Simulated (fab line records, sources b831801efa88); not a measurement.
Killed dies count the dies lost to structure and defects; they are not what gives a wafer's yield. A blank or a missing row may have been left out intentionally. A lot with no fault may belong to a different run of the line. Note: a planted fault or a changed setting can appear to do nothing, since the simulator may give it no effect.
Problem report in the 8D (eight disciplines) form, filled by code :: flow gf180mcu :: the parts of the form that need people (team, actions taken, sign-off) are left out

## 1. PROBLEM STATEMENT
Wafers free of any fault read 0.380 ohm/sq (standard deviation 0.0038) for CONTACT_W_RS at GF_CONTACT_RS_MEAS_25, against a mean of 0.632 ohm/sq on 5 wafers of 3 lots. Measured from the usual mean, that is +66 standard deviations.
The step: measures by four-point-probe.
Seen first at day 20 02:24 on filmMetro-02, wafer L824.4. The record has a number at this step for 33 wafers belonging to 11 lots. The rule behind "out" and "out of limits": a value lying over 4 standard deviations away from the usual mean. Any other wafer with a number is counted as sound.

## 2. WHAT IT IS, WHAT IT ISN'T
question: which readings at this step
is: CONTACT_W_RS
is not: -

question: which lots
is: L824, L825, L826
is not: L815, L816, L817, L828, L832, L833, L835, L837

question: which wafers of those lots
is: L824.4, L825.1, L825.6, L826.4, L826.6
is not: L824.1, L824.3, L825.3, L826.5

question: read on which gauges
is: filmMetro-02, filmMetro-03
is not: filmMetro-04

question: when
is: from day 20 02:24
is not: up to then (11 sound wafers); but 17 sound wafers of L825, L826, L828, L832, L833, L835, L837 came after

## 3. WHAT RULES OUT EACH SUSPECT
Counting: any tool at a process step up to the reading remains a suspect provided it ran every lot that is out. Sound lots after the first of them don't rule it out here, since some wafers of a struck lot are sound.
- the gauge at GF_CONTACT_RS_MEAS_25 is ruled out. Those wafers that are out were read across 2 gauges (filmMetro-02, filmMetro-03).
- cvdW-02 at GF_CONTACT_CVD_24 (deposits W, target thk 300 nm, time 90.339 s): kept. It ran every lot that is out, first L824 (day 20 02:18). On those wafers its own readings are out: susceptorTempC.
- Within cvdW-02 at GF_CONTACT_CVD_24: the wafers that are out ran in chamber 0; their sound lot-mates ran in chamber 1.
The count leaves cvdW-02 at GF_CONTACT_CVD_24.

## 4. THE CAUSE (what the simulator had put in)
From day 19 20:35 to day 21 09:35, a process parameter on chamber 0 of cvdW-02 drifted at GF_CONTACT_CVD_24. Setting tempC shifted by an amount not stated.
After counting, this tool was the only one left.

## 5. THE CHAIN OF EFFECTS, in route order
Rows list readings where the struck wafers' mean (over those with a number) sits beyond 3 standard deviations from the usual. Only readings for which the record gives a usual standard deviation are gone through. hours: the time from each lot's start at the first step in this table that gives one to its start at this step, as a median over the lots. sigmas: the change in usual standard deviations.
hours: 0
step: GF_CONTACT_CVD_24
reading: heaterPowerOuterW
usual: 563 W
on struck wafers: 434
change: -129
sigmas: -3.4

hours: 0
step: GF_CONTACT_CVD_24
reading: susceptorTempC
usual: 400.01 C
on struck wafers: 372.60
change: -27.41
sigmas: -99 or more

hours: 0
step: GF_CONTACT_RS_MEAS_25
reading: CONTACT_W_RS
usual: 0.380 ohm/sq
on struck wafers: 0.632
change: +0.252
sigmas: +66

hours: 0
step: GF_CONTACT_THK_MEAS_26
reading: CONTACT_W_THK
usual: 307 nm
on struck wafers: 185
change: -122
sigmas: -33

hours: 0
step: GF_CONTACT_CMP_27
reading: timeToEndpointS
usual: 73 s
on struck wafers: 46
change: -27
sigmas: -5.4
It contains these process steps:
- GF_CONTACT_CVD_24: deposits W, target thk 300 nm, time 90.339 s.
- GF_CONTACT_CMP_27: polishes, stops on SiO2, t overpolish 15 s, target thk 0 nm.

## 6. HOW IT WOULD HAVE BEEN CAUGHT EARLIER
In this record the first reading out of limits at a measuring or inspecting step was taken at day 20 02:24, 6 hours after the fault began at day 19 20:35.
The tool's own readings at GF_CONTACT_CVD_24 were out on every struck wafer that the step has a row for (susceptorTempC): an alarm limit on them would have fired on the first of those.
Of the lots that are out (3), L825, L826 began GF_CONTACT_CVD_24 on cvdW-02 after day 20 02:24. A hold on the tool at that time would have spared those 2.
